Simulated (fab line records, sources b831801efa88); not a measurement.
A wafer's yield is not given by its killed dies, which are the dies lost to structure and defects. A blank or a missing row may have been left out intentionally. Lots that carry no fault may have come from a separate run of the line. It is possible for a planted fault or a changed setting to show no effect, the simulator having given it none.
What tool caused it? + flow gf180mcu + 33 wafers from 11 lots sampled at 5 of the route's 602 steps

## WHAT THE GAUGES SHOWED, per wafer
GF_V3_THK_MEAS_01. Usual: V3_CVD_00_THK gives 602 nm (standard deviation 7.4).
| lot  | measured     | on            | V3_CVD_00_THK (nm) | flag |
|------|--------------|---------------|--------------------|------|
| L548 | day 21 05:39 | film-metro-04 | 597 606 602        |      |
| L549 | day 21 18:37 | film-metro-01 | 607 600 599        |      |
| L552 | day 23 08:27 | film-metro-04 | 606 601 602        |      |
| L553 | day 23 14:01 | film-metro-02 | 589 584 596        |      |
| L558 | day 25 01:58 | film-metro-04 | 604 598 589        |      |
| L559 | day 25 14:17 | film-metro-04 | 615 609 607        |      |
| L561 | day 26 01:10 | film-metro-04 | 600 600 595        |      |
| L566 | day 27 15:01 | film-metro-01 | 591 601 593        |      |
| L568 | day 28 02:00 | film-metro-02 | 599 614 600        |      |
| L570 | day 28 14:02 | film-metro-04 | 603 600 612        |      |
| L571 | day 28 19:09 | film-metro-04 | 590 605 604        |      |

GF_V3_RS_MEAS_24: a four-point-probe measurement. Usual: V3_W_RS gives 0.3267 ohm/sq (standard deviation 0.0029).
| lot  | measured     | on            | V3_W_RS (ohm/sq)     | flag |
|------|--------------|---------------|----------------------|------|
| L548 | day 22 06:51 | film-metro-01 | 0.3306 0.3259 0.3252 |      |
| L549 | day 22 19:54 | film-metro-04 | 0.3232 0.3226 0.3228 |      |
| L552 | day 24 08:38 | film-metro-04 | 0.3298 0.3273 0.3304 |      |
| L553 | day 24 14:05 | film-metro-01 | 0.3277 0.3287 0.3271 |      |
| L558 | day 26 00:29 | film-metro-04 | 0.2847 0.2846 0.2811 | OFF  |
| L559 | day 26 13:16 | film-metro-01 | 0.2842 0.2832 0.2865 | OFF  |
| L561 | day 26 23:24 | film-metro-02 | 0.2800 0.2788 0.2825 | OFF  |
| L566 | day 28 12:04 | film-metro-02 | 0.3290 0.3286 0.3260 |      |
| L568 | day 28 23:52 | film-metro-04 | 0.3242 0.3252 0.3260 |      |
| L570 | day 29 10:21 | film-metro-04 | 0.3327 0.3305 0.3321 |      |
| L571 | day 29 15:53 | film-metro-01 | 0.3296 0.3297 0.3254 |      |

GF_V3_THK_MEAS_25: measures by xrf. Usual: V3_W_THK gives 353 nm (standard deviation 3.9).
| lot  | measured     | on            | V3_W_THK (nm) | flag |
|------|--------------|---------------|---------------|------|
| L548 | day 22 06:57 | film-metro-01 | 343 352 352   |      |
| L549 | day 22 20:00 | film-metro-04 | 354 355 357   |      |
| L552 | day 24 08:44 | film-metro-04 | 345 346 343   |      |
| L553 | day 24 14:11 | film-metro-01 | 352 349 350   |      |
| L558 | day 26 00:35 | film-metro-04 | 403 402 408   | OFF  |
| L559 | day 26 13:23 | film-metro-01 | 407 411 406   | OFF  |
| L561 | day 26 23:31 | film-metro-02 | 410 409 404   | OFF  |
| L566 | day 28 12:11 | film-metro-02 | 350 351 354   |      |
| L568 | day 28 23:58 | film-metro-04 | 356 357 357   |      |
| L570 | day 29 10:28 | film-metro-04 | 347 349 346   |      |
| L571 | day 29 16:00 | film-metro-01 | 354 351 356   |      |

## EACH LOT AND THE TOOL THAT RAN IT (in order: tool; ch and the chambers of the sampled wafers; start)
| lot  | GF_M3_METAL_ETCH_16               | GF_V3_CVD_23                  |
|------|-----------------------------------|-------------------------------|
| L548 | rie-metal-03 ch 0,1, day 21 04:55 | cvd-w-02 ch 0,1, day 22 06:44 |
| L549 | rie-metal-03 ch 0,1, day 21 17:54 | cvd-w-02 ch 0,1, day 22 19:47 |
| L552 | rie-metal-01 ch 0,1, day 23 07:38 | cvd-w-01 ch 0,1, day 24 08:30 |
| L553 | rie-metal-04 ch 0, day 23 13:14   | cvd-w-02 ch 0, day 24 13:53   |
| L558 | rie-metal-04 ch 0,1, day 25 01:15 | cvd-w-02 ch 0,1, day 26 00:22 |
| L559 | rie-metal-04 ch 0,1, day 25 13:32 | cvd-w-02 ch 0,1, day 26 13:10 |
| L561 | rie-metal-01 ch 1, day 26 00:26   | cvd-w-02 ch 0, day 26 23:16   |
| L566 | rie-metal-03 ch 0,1, day 27 14:16 | cvd-w-01 ch 0,1, day 28 11:57 |
| L568 | rie-metal-04 ch 0,1, day 28 01:17 | cvd-w-01 ch 0,1, day 28 23:45 |
| L570 | rie-metal-03 ch 0,1, day 28 13:19 | cvd-w-01 ch 0,1, day 29 10:13 |
| L571 | rie-metal-03 ch 0,1, day 28 18:26 | cvd-w-01 ch 0,1, day 29 15:46 |
- GF_M3_METAL_ETCH_16: etches the open film in Cl2/BCl3, stops on SiO2, target depth 627.5 nm, time 104.6 s.
- GF_V3_CVD_23: deposits W, target thk 350 nm, time 104.9 s.

## WHAT THE TOOLS THEMSELVES READ (means of the sampled wafers that have a number; where no wafer has one, the mark that the record gives instead)
GF_M3_METAL_ETCH_16. Usual: drypump-motor-current-A 5.6 A, standard deviation 0.36; oes-product-au 0.973 a.u., standard deviation 0.0077; throttle-valve-pct 28.250 %, standard deviation 0.011.
| lot  | tool         | drypump-motor-current-A (A) | oes-product-au (a.u.) | throttle-valve-pct (%) | flag |
|------|--------------|-----------------------------|-----------------------|------------------------|------|
| L548 | rie-metal-03 | 5.4                         | 0.973                 | 28.253                 |      |
| L549 | rie-metal-03 | 5.4                         | 0.973                 | 28.243                 |      |
| L552 | rie-metal-01 | 5.9                         | 0.975                 | 28.252                 |      |
| L553 | rie-metal-04 | 5.8                         | 0.974                 | 28.245                 |      |
| L558 | rie-metal-04 | 5.5                         | 0.972                 | 28.249                 |      |
| L559 | rie-metal-04 | 5.5                         | 0.960                 | 28.264                 |      |
| L561 | rie-metal-01 | 5.7                         | 0.966                 | 28.249                 |      |
| L566 | rie-metal-03 | 5.4                         | 0.975                 | 28.242                 |      |
| L568 | rie-metal-04 | 5.5                         | 0.963                 | 28.264                 |      |
| L570 | rie-metal-03 | 5.4                         | 0.986                 | 28.240                 |      |
| L571 | rie-metal-03 | 5.4                         | 0.985                 | 28.244                 |      |

GF_V3_CVD_23. Usual: heater-power-w 866 W, standard deviation 36; susceptor-temp-C 400.03 C, standard deviation 0.23.
| lot  | tool     | heater-power-w (W) | susceptor-temp-C (C) | flag |
|------|----------|--------------------|----------------------|------|
| L548 | cvd-w-02 | 898                | 400.13               |      |
| L549 | cvd-w-02 | 896                | 400.16               |      |
| L552 | cvd-w-01 | 821                | 400.43               |      |
| L553 | cvd-w-02 | 871                | 399.97               |      |
| L558 | cvd-w-02 | 930                | 407.98               | OFF  |
| L559 | cvd-w-02 | 949                | 408.57               | OFF  |
| L561 | cvd-w-02 | 919                | 408.26               | OFF  |
| L566 | cvd-w-01 | 830                | 400.05               |      |
| L568 | cvd-w-01 | 835                | 399.80               |      |
| L570 | cvd-w-01 | 843                | 400.09               |      |
| L571 | cvd-w-01 | 827                | 400.16               |      |

## THE ANSWER, worked out from the rows above alone
Rule: a lot is off if the mean of its wafers that have a number lies more than 3 standard deviations from the usual mean. A lot without any number at a reading at which 4 lots or more have one is off too. Where the step has rows for the other lots, those lots are counted as sound. Order of review: gauges by route order, followed by the tools' own readings, for which a lot's mean as printed above is used. At the first step where some lot is off, the reading lying furthest off is the one used; lots without a number count as furthest.
Off: L558, L559, L561, seen at GF_V3_RS_MEAS_24 (V3_W_RS).
A tool fits if, at a process step before that reading, it ran every lot that is off, and no sound lot after the first of them. The gauges at GF_V3_RS_MEAS_24 aren't tried: what is off there is off at GF_V3_CVD_23 too, on other tools, and a gauge's error can't cause that. One fits: cvd-w-02 at GF_V3_CVD_23. Its last sound lot is L553 (day 24 13:53), its first lot that is off L558 (day 26 00:22): a fault that began between those two fits.
The tool's own readings at GF_V3_CVD_23 bear it out: on the lots that are off they differ by more than 5 times the standard deviation of the sound lots' means. susceptor-temp-C reads 408.27 C there against 400.10 C on the sound lots.

## WHAT THE SIMULATOR HAD PUT IN
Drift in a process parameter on cvd-w-02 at GF_V3_CVD_23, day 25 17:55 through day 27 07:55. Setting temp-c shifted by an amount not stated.
Struck lots among those shown: L558, L559, L561. Same finding as the rule above.
